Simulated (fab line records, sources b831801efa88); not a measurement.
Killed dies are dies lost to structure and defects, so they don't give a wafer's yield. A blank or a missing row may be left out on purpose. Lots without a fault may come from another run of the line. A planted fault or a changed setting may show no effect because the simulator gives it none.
A struck lot beside a sound one | flow gf180mcu | 15 steps out of a route of 602
Sound: wafers L265.2, L265.4, L265.6. Struck: wafers L280.3, L280.5, L280.6. The cause comes at the end.
At each step with rows: each side's tool, then ch and its chambers, then its first start. Under that, the readings that differ: sound wafers | struck wafers | difference of the means | sigmas: that difference in standard deviations of wafers without a fault.
alike: readings whose means differ by less than 2 such deviations, and words and numbers that are the same on both sides. not compared: withheld readings, readings that some wafer has no value for, bounds like >300 that may hide the same value, and numbers for which the record gives no deviation and whose values overlap.
The two part at a step that has a row with sigmas, a row that says differs or no value, or rows on one side only. Numbers that don't overlap but have no deviation are shown without sigmas and don't part them. A reading that every wafer of one side lacks parts them only if that side has two wafers or more.

first, 3 steps without rows for these wafers: GF_V2_EXPOSE_11 (exposes mask Via2, target cd 260 nm); GF_V2_PEB_12 (peb time 90 s); GF_V2_DEVELOP_13 (develop time 60 s).
GF_V2_CD_MEAS_14: target cd 260 nm.
  sound on cd_sem-01, day 22 01:23; struck on cd_sem-01, day 27 05:08
  alike: cd_nm
GF_V2_OVL_MEAS_15:
  sound on overlay-02, day 22 01:30; struck on overlay-01, day 27 05:14
  alike: V2_OVL
GF_V2_ETCH_16: etches BARC in N2/H2.
  sound on rie_diel-02 ch 2,3, day 22 01:32; struck on rie_diel-01 ch 0,1,2, day 27 05:15
  alike: drypump_motor_current_A, oes_product_au, throttle_valve_pct
GF_V2_ETCH_17: etches SiO2 in C4F8/O2/Ar, stops on TiN, target depth 630 nm.
  sound on rie_diel-02 ch 2,3; struck on rie_diel-01 ch 0,1,2
  alike: oes_product_au
GF_V2_STRIP_18: strips in O2/N2.
  sound on plasma_asher-01 ch 0,1, day 22 01:40; struck on plasma_asher-02 ch 0,1, day 27 05:25
  alike: drypump_motor_current_A, heater_power_w, oes_product_au
  not compared: rf_hours_counter_h
then, 2 steps without rows for these wafers: GF_V2_STRIP_19 (strips in post etch residue remover, time 1200 s); GF_V2_CLEAN_20 (cleans in DIW).
GF_V2_SPUTTER_21: material Ti, target thk 15 nm, time 80.02 s.
  sound on pvd_sputter-03, day 22 02:14; struck on pvd_sputter-01, day 27 05:55
  alike: substrate_temp_c, throttle_valve_pct
GF_V2_SPUTTER_22: material TiN, target thk 10 nm, time 40 s.
  sound on pvd_sputter-03, day 22 02:18; struck on pvd_sputter-01, day 27 05:59
  alike: throttle_valve_pct
GF_V2_CVD_23: deposits W, target thk 350 nm, time 104.94 s.
  sound on cvd_w-01 ch 0,1, day 22 02:20; struck on cvd_w-01 ch 0,1, day 27 06:03
  reading                          | sound             | struck            | difference | sigmas
  chamber_pressure_Torr (Torr)     | 39.88 39.99 39.99 | 41.57 41.55 41.48 | +1.58      | +20
  model.W_of_V2_CVD_23.thk_nm (nm) | 349 349.9 343.6   | 353 352.4 359.2   | +7         |
  alike: heater_power_w
  not compared: since_wet_clean_h
GF_V2_RS_MEAS_24: measures by four-point-probe.
  sound on film_metro-01, day 22 02:28; struck on film_metro-02, day 27 06:10
  reading          | sound             | struck            | difference | sigmas
  V2_W_RS (ohm/sq) | 0.329 0.327 0.334 | 0.323 0.325 0.318 | -0.008     | -3
-- the record jumps here: 7 days lie between the struck wafers' starts before and after (it left off in module V2 and takes up again in module PASSIVATION, whose first step shown is number 602 of the route) --
GF_PASSIVATION_PROBE_99:
  the record has rows for the struck wafers here (prober-02, day 34 12:17) and none for the sound ones

WHERE THEY PART
First at GF_V2_CVD_23; last, within this record, at GF_PASSIVATION_PROBE_99.

WHY: what the simulator had put in
Process parameter drift: cvd_w-01, from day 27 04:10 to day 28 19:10, at GF_V2_CVD_23. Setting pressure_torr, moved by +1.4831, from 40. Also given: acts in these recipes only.
